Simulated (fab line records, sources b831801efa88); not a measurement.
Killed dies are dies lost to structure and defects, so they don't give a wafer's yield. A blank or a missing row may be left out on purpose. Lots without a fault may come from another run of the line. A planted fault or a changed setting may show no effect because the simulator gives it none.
Which tool did it? | flow gf180mcu | 11 lots, 33 wafers sampled, at 3 steps of a route of 602

WHAT THE GAUGES READ, wafer by wafer
GF_V5_RS_MEAS_24: measures by four-point-probe.
lot  | measured     | on            | V5_W_RS (ohm/sq)
L971 | day 27 11:16 | film_metro-02 | 0.326 0.326 0.323
L973 | day 28 07:10 | film_metro-04 | 0.328 0.334 0.331
L974 | day 28 15:19 | film_metro-01 | 0.331 0.327 0.329
L979 | day 30 09:45 | film_metro-04 | 0.334 0.331 0.332
L986 | day 32 02:17 | film_metro-01 | 0.400 0.394 0.402
L987 | day 32 09:55 | film_metro-01 | 0.396 0.384 0.395
L988 | day 32 13:14 | film_metro-02 | 0.405 0.400 0.390
L989 | day 33 00:01 | film_metro-01 | 0.325 0.322 0.324
L990 | day 33 00:33 | film_metro-04 | 0.329 0.325 0.326
L991 | day 33 07:10 | film_metro-01 | 0.328 0.327 0.329
L994 | day 33 20:35 | film_metro-01 | 0.328 0.326 0.327

WHICH TOOL RAN EACH LOT (tool, then ch and the chambers of the sampled wafers, then the start)
lot  | GF_V5_ETCH_16                      | GF_V5_CVD_23
L971 | rie_diel-03 ch 0,2,3, day 27 10:21 | cvd_w-02 ch 0,1, day 27 11:08
L973 | rie_diel-04 ch 2,3, day 28 06:08   | cvd_w-01 ch 1, day 28 06:57
L974 | rie_diel-02 ch 0,1,2, day 28 14:23 | cvd_w-01 ch 1, day 28 15:11
L979 | rie_diel-04 ch 0,1,2, day 30 08:47 | cvd_w-01 ch 0,1, day 30 09:37
L986 | rie_diel-02 ch 0,1,2, day 32 01:23 | cvd_w-01 ch 0, day 32 02:10
L987 | rie_diel-02 ch 1,2, day 32 08:35   | cvd_w-01 ch 0,1, day 32 09:48
L988 | rie_diel-04 ch 0,1,2, day 32 12:20 | cvd_w-01 ch 0,1, day 32 13:07
L989 | rie_diel-04 ch 1,2, day 32 23:05   | cvd_w-02 ch 0,1, day 32 23:55
L990 | rie_diel-03 ch 0,2,3, day 32 23:31 | cvd_w-02 ch 0,1, day 33 00:25
L991 | rie_diel-02 ch 0,1, day 33 06:14   | cvd_w-02 ch 0,1, day 33 07:04
L994 | rie_diel-02 ch 0,1,3, day 33 19:38 | cvd_w-02 ch 0,1, day 33 20:27
- GF_V5_ETCH_16: etches BARC in N2/H2.
- GF_V5_CVD_23: deposits W, target thk 350 nm, time 104.9 s.

THE ANSWER, worked out from the rows above alone
Rule: what is usual is taken from the lots themselves. Put in order of their means at a reading, lots are off if they are a third of the lots or fewer, leave a main group of 4 or more, and stand apart from it by a gap of 3 or more times the standard deviation of the main group's means; of several such gaps the widest counts. A main group whose means are all the same, to the digits that the tables above print for the reading, isn't used. A lot without any number at a reading at which 4 lots or more have one is off too. The other lots that the step has rows for count as sound.
Off: L986, L987, L988, at GF_V5_RS_MEAS_24 (V5_W_RS). The main group: mean 0.328 ohm/sq, standard deviation 0.0027.
A tool fits if, at a process step before that reading, it ran every lot that is off, and no sound lot after the first of them. The gauges at GF_V5_RS_MEAS_24 are tried like those tools. One fits: cvd_w-01 at GF_V5_CVD_23. Its last sound lot is L979 (day 30 09:37), its first lot that is off L986 (day 32 02:10): a fault that began between those two fits.

WHAT THE SIMULATOR HAD PUT IN
Site profile drift: cvd_w-01, from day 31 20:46 on, at GF_V5_CVD_23. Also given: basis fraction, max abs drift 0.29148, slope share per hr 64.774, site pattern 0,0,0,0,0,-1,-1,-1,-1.
Lots struck among those shown: L986, L987, L988. The rule above found the same.
